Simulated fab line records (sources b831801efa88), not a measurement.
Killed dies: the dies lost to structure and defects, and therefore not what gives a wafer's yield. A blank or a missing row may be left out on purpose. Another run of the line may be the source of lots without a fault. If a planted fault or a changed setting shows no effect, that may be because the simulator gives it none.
Matching of chambers || flow sky130 || SKY_VIA2_ETCH_14 on rie-diel-01: 4 sister chambers
The step etches BARC in N2/H2, stops on SiO2, time 45.9 s, target depth 60 nm. 16 wafers are shown with their chamber, then 8 later ones without.

WAFERS PAIRED WITH THEIR CHAMBERS
{"wafer": "L074.1", "chamber": 3, "oes-product-au (a.u.)": 0.852, "throttle-valve-pct (%)": 13.236}
{"wafer": "L074.2", "chamber": 1, "oes-product-au (a.u.)": 0.849, "throttle-valve-pct (%)": 13.221}
{"wafer": "L074.3", "chamber": 0, "oes-product-au (a.u.)": 0.842, "throttle-valve-pct (%)": 13.240}
{"wafer": "L074.4", "chamber": 2, "oes-product-au (a.u.)": 0.854, "throttle-valve-pct (%)": 13.238}
{"wafer": "L074.5", "chamber": 1, "oes-product-au (a.u.)": 0.856, "throttle-valve-pct (%)": 13.224}
{"wafer": "L074.6", "chamber": 0, "oes-product-au (a.u.)": 0.848, "throttle-valve-pct (%)": 13.221}
{"wafer": "L077.4", "chamber": 2, "oes-product-au (a.u.)": 0.845, "throttle-valve-pct (%)": 13.208}
{"wafer": "L077.5", "chamber": 3, "oes-product-au (a.u.)": 0.851, "throttle-valve-pct (%)": 13.225}
{"wafer": "L077.6", "chamber": 2, "oes-product-au (a.u.)": 0.851, "throttle-valve-pct (%)": 13.235}
{"wafer": "L082.1", "chamber": 2, "oes-product-au (a.u.)": 0.846, "throttle-valve-pct (%)": 13.228}
{"wafer": "L082.3", "chamber": 1, "oes-product-au (a.u.)": 0.850, "throttle-valve-pct (%)": 13.240}
{"wafer": "L082.6", "chamber": 2, "oes-product-au (a.u.)": 0.849, "throttle-valve-pct (%)": 13.223}
{"wafer": "L083.1", "chamber": 1, "oes-product-au (a.u.)": 0.854, "throttle-valve-pct (%)": 13.226}
{"wafer": "L083.2", "chamber": 0, "oes-product-au (a.u.)": 0.847, "throttle-valve-pct (%)": 13.223}
{"wafer": "L083.3", "chamber": 3, "oes-product-au (a.u.)": 0.849, "throttle-valve-pct (%)": 13.247}
{"wafer": "L084.4", "chamber": 2, "oes-product-au (a.u.)": 0.851, "throttle-valve-pct (%)": 13.226}

SIGNATURES (averages over the wafers above)
{"reading": "oes-product-au", "chamber 0": 0.84567, "chamber 1": 0.85225, "chamber 2": 0.84933, "chamber 3": 0.85067, "scatter within a chamber": 0.0031}
{"reading": "throttle-valve-pct", "chamber 0": 13.22800, "chamber 1": 13.22775, "chamber 2": 13.22633, "chamber 3": 13.23600, "scatter within a chamber": 0.0101}
Rule: distance of a wafer from a chamber = root of the sum over the readings of ((wafer's reading minus chamber's mean) / reading's scatter) squared. The wafer belongs to the nearest chamber; if the next one is less than 2 further off, it can't be placed. The scatter is the square root of a quotient: the sum, over the shown wafers, of each reading's squared deviation from its chamber's mean, divided by wafers minus chambers.

WAFERS WITHOUT THEIR CHAMBER
{"wafer": "L084.5", "oes-product-au (a.u.)": 0.835, "throttle-valve-pct (%)": 13.217}
{"wafer": "L084.6", "oes-product-au (a.u.)": 0.844, "throttle-valve-pct (%)": 13.236}
{"wafer": "L087.3", "oes-product-au (a.u.)": 0.852, "throttle-valve-pct (%)": 13.229}
{"wafer": "L087.5", "oes-product-au (a.u.)": 0.843, "throttle-valve-pct (%)": 13.225}
{"wafer": "L087.6", "oes-product-au (a.u.)": 0.844, "throttle-valve-pct (%)": 13.208}
{"wafer": "L094.4", "oes-product-au (a.u.)": 0.843, "throttle-valve-pct (%)": 13.224}
{"wafer": "L094.5", "oes-product-au (a.u.)": 0.856, "throttle-valve-pct (%)": 13.236}
{"wafer": "L094.6", "oes-product-au (a.u.)": 0.852, "throttle-valve-pct (%)": 13.223}

EACH ONE'S CHAMBER
{"wafer": "L084.5", "from the rows above": "can't be placed: 0 or 2 or 3", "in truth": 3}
{"wafer": "L084.6", "from the rows above": "can't be placed: 0 or 2 or 3 or 1", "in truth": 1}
{"wafer": "L087.3", "from the rows above": "can't be placed: 1 or 3 or 2 or 0", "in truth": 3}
{"wafer": "L087.5", "from the rows above": "can't be placed: 0 or 2 or 3", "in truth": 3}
{"wafer": "L087.6", "from the rows above": "can't be placed: 0 or 2 or 1 or 3", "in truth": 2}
{"wafer": "L094.4", "from the rows above": "can't be placed: 0 or 2 or 3", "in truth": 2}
{"wafer": "L094.5", "from the rows above": "can't be placed: 1 or 3 or 2 or 0", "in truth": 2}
{"wafer": "L094.6", "from the rows above": "can't be placed: 1 or 2 or 3 or 0", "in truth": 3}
0 of 8 placed correctly. Cannot be placed on the basis of these rows: 8; the candidates contain the true chamber in 8. Wrongly placed: 0.
